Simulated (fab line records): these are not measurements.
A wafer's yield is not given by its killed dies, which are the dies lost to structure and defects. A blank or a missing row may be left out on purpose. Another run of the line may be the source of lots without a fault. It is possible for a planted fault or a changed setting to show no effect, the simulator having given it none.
Chamber matching	flow sfqLine	cmp-02 running SFQ_TRILAYER_I3_CMP_CMP_082: 4 sister chambers
The step polishes SiO2. 4 wafers are shown with their chamber, then 8 later ones without.

== WAFERS PAIRED WITH THEIR CHAMBERS ==
wafer	chamber	motorCurrentA (A)
L387.4	2	11.7
L387.1	0	10.3
L387.5	3	8.6
L394.3	1	10.3

== WAFERS WITH NO CHAMBER GIVEN ==
wafer	motorCurrentA (A)
L394.4	10.8
L394.6	10.8
L397.1	8.8
L397.5	10.2
L397.6	11.5
L400.1	12.0
L400.3	8.5
L400.5	11.0

== WHICH CHAMBER EACH WENT THROUGH ==
wafer	from the rows above	in truth
L394.4	can't be placed: 0 or 1 or 2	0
L394.6	can't be placed: 0 or 1 or 2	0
L397.1	3	3
L397.5	can't be placed: 0 or 1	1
L397.6	2	2
L400.1	2	2
L400.3	3	3
L400.5	can't be placed: 0 or 1 or 2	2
Placed correctly: 4 of 8. These rows do not allow placing 4 (true chamber among the candidates in 4). Wrongly placed: 0.
How it was worked out, from the rows above alone: a wafer's distance from a chamber is the root of the sum, over the readings, of the square of ((its reading less the chamber's mean) divided by the reading's scatter). If the next closest chamber is less than 2 further off than the closest, the wafer can't be placed; otherwise it belongs to the closest. A chamber's mean is the mean of its shown wafers. The scatter (one wafer shown for each chamber): square how far every hidden wafer sits from the nearest shown wafer, average those squares and take the square root.
